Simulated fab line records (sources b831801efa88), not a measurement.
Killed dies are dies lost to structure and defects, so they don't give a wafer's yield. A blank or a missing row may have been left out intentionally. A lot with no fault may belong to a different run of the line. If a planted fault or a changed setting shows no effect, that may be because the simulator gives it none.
The tool behind it: which one? || flow sky130 || 12 lots (36 wafers sampled), 1 step of a 708-step route

== WHAT THE GAUGES SHOWED, per wafer ==
SKY_SD_N_RS_MEAS_16: a four-point-probe measurement.
{"lot": "L075", "measured": "day 28 07:31", "on": "film_metro-02", "SD_N_RS (ohm/sq)": "68.54 68.38 68.52"}
{"lot": "L078", "measured": "day 28 14:08", "on": "film_metro-01", "SD_N_RS (ohm/sq)": "68.71 68.74 68.69"}
{"lot": "L079", "measured": "day 29 06:27", "on": "film_metro-03", "SD_N_RS (ohm/sq)": "68.37 68.50 68.42"}
{"lot": "L081", "measured": "day 30 12:38", "on": "film_metro-01", "SD_N_RS (ohm/sq)": "68.58 68.94 68.70"}
{"lot": "L083", "measured": "day 30 17:08", "on": "film_metro-03", "SD_N_RS (ohm/sq)": "68.51 68.26 68.42"}
{"lot": "L085", "measured": "day 31 08:59", "on": "film_metro-01", "SD_N_RS (ohm/sq)": "68.63 68.57 68.75"}
{"lot": "L087", "measured": "day 32 01:10", "on": "film_metro-02", "SD_N_RS (ohm/sq)": "68.29 68.57 68.32"}
{"lot": "L089", "measured": "day 32 20:11", "on": "film_metro-03", "SD_N_RS (ohm/sq)": "68.40 68.54 68.46"}
{"lot": "L091", "measured": "day 33 15:14", "on": "film_metro-02", "SD_N_RS (ohm/sq)": "68.52 68.59 68.52"}
{"lot": "L093", "measured": "day 34 02:01", "on": "film_metro-01", "SD_N_RS (ohm/sq)": "68.74 68.69 68.54"}
{"lot": "L095", "measured": "day 34 16:04", "on": "film_metro-01", "SD_N_RS (ohm/sq)": "68.76 68.58 68.54"}
{"lot": "L097", "measured": "day 35 15:59", "on": "film_metro-01", "SD_N_RS (ohm/sq)": "68.68 68.81 68.54"}

== WHAT TOOL EACH LOT RAN ON (gives the tool, then ch and the chambers of the sampled wafers, and finally the start) ==
The record holds no process step before these readings.

== THE ANSWER, worked out from the rows above alone ==
Rule: the lots themselves supply what counts as usual. The widest of any qualifying gaps counts: lots, ordered by their means at a reading, are off when they make up no more than a third of the lots, leave a main group of 4 or more, and stand apart from it by 3 or more times the standard deviation of that group's means. The tables above print the reading to a certain number of digits; a main group whose means all agree to those digits is not used. A lot without any number at a reading at which 4 lots or more have one is off too. All remaining lots with rows at the step are treated as sound.
No lot is off at any reading shown: from this, nothing can be told.

== WHAT THE SIMULATOR PUT IN ==
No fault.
